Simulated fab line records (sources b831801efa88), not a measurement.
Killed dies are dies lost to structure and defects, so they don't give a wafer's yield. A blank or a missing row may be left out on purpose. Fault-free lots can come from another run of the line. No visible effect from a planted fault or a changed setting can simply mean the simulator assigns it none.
The tool behind it: which one?	flow sky130	Sampling: 13 lots, 39 wafers, 2 of 708 route steps

WHAT THE GAUGES SHOWED, per wafer
SKY_SPACER_THK_MEAS_01. Usual: SPACER_CVD_00_THK gives 43.3 nm (standard deviation 0.36).
lot	measured	on	SPACER_CVD_00_THK (nm)	flag
L798	day 23 02:35	filmMetro-01	43.3 43.6 43.5	
L800	day 24 04:01	filmMetro-01	43.6 43.4 43.7	
L801	day 24 08:08	filmMetro-02	43.7 42.9 43.2	
L802	day 24 19:01	filmMetro-03	43.1 43.1 43.0	
L803	day 25 06:05	filmMetro-02	43.6 43.8 43.3	
L804	day 25 08:28	filmMetro-01	43.1 42.5 43.0	
L805	day 25 21:44	filmMetro-02	43.5 43.4 43.6	
L806	day 26 11:22	filmMetro-02	43.7 43.9 44.1	
L807	day 26 12:34	filmMetro-01	43.6 43.8 43.5	
L808	day 26 20:50	filmMetro-02	43.0 43.0 43.1	
L809	day 27 08:25	filmMetro-03	43.5 43.4 43.2	
L817	day 29 15:44	filmMetro-01	43.2 43.1 43.2	
L818	day 30 00:02	filmMetro-02	42.9 43.2 43.0	

SKY_SD_N_CD_MEAS_07: the cd target is 380 nm. Usual: cdNm 380.8 nm, standard deviation 2.3.
lot	measured	on	cdNm (nm)	flag
L798	day 27 23:31	cdSem-01	382.1 381.6 381.5	
L800	day 29 02:39	cdSem-02	378.7 379.7 378.6	
L801	day 29 05:23	cdSem-02	382.9 385.4 380.8	
L802	day 29 15:13	cdSem-01	381.1 381.9 378.5	
L803	day 30 02:07	cdSem-02	380.8 383.2 383.0	
L804	day 30 04:40	cdSem-01	379.5 379.4 379.8	
L805	day 30 16:56	cdSem-01	383.6 384.1 382.7	
L806	day 31 05:02	cdSem-02	381.1 381.0 381.6	
L807	day 31 06:12	cdSem-02	381.1 382.8 380.7	
L808	day 31 15:09	cdSem-02	380.8 380.5 379.1	
L809	day 32 01:01	cdSem-02	378.9 378.4 376.7	
L817	day 34 05:14	cdSem-01	375.8 375.1 377.8	
L818	day 34 12:16	cdSem-01	376.8 378.2 377.3	

WHICH TOOL RAN EACH LOT (tool, then ch and the chambers of the sampled wafers, then the start)
No process step before these readings appears in the record.

AS READ BY THE TOOLS THEMSELVES (means over the sampled wafers that have a number; for cases with no such wafer, the mark the record gives instead)
The record holds no such reading with a usual standard deviation.

THE ANSWER, worked out from the rows above alone
Rule: take the mean of a lot's wafers that have a number; if it is more than 3 standard deviations from the usual mean, the lot is off. Also off: a lot with no number at a reading for which 4 or more lots have one. Any other lot the step has rows for is counted as sound. Order of review: gauges by route order, followed by the tools' own readings, for which a lot's mean as printed above is used. At the first step where some lot is off, the reading lying furthest off is the one used; lots without a number count as furthest.
No lot is off at any reading shown: from this, nothing can be told.

WHAT THE SIMULATOR PUT IN
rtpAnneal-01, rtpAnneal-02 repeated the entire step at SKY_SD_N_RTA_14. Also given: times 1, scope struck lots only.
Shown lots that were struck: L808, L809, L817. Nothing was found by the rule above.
